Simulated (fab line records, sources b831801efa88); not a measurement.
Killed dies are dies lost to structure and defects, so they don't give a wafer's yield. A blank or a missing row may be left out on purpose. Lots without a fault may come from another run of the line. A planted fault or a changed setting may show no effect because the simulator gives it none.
Which tool did it? | flow gf180mcu | 6 lots, 18 wafers sampled, at 1 step of a route of 602

WHAT THE GAUGES READ, wafer by wafer
GF_STI_THK_MEAS_02.
lot  | measured    | on            | STI_OXIDATION_THK (nm)
L608 | day 1 22:12 | film_metro-02 | 9.77 9.78 9.98
L611 | day 2 17:18 | film_metro-03 | 10.00 9.94 10.15
L616 | day 3 15:37 | film_metro-02 | 9.67 9.53 9.63
L618 | day 3 23:43 | film_metro-04 | 10.31 10.05 10.10
L620 | day 4 15:04 | film_metro-04 | 9.76 9.98 9.84
L628 | day 6 01:31 | film_metro-03 | 10.05 10.41 10.06

WHICH TOOL RAN EACH LOT (tool, then ch and the chambers of the sampled wafers, then the start)
The record holds no process step before these readings.

THE ANSWER, worked out from the rows above alone
Rule: what is usual is taken from the lots themselves. Put in order of their means at a reading, lots are off if they are a third of the lots or fewer, leave a main group of 4 or more, and stand apart from it by a gap of 3 or more times the standard deviation of the main group's means; of several such gaps the widest counts. A main group whose means are all the same, to the digits that the tables above print for the reading, isn't used. A lot without any number at a reading at which 4 lots or more have one is off too. The other lots that the step has rows for count as sound.
No lot is off at any reading shown: from this, nothing can be told.

WHAT THE SIMULATOR HAD PUT IN
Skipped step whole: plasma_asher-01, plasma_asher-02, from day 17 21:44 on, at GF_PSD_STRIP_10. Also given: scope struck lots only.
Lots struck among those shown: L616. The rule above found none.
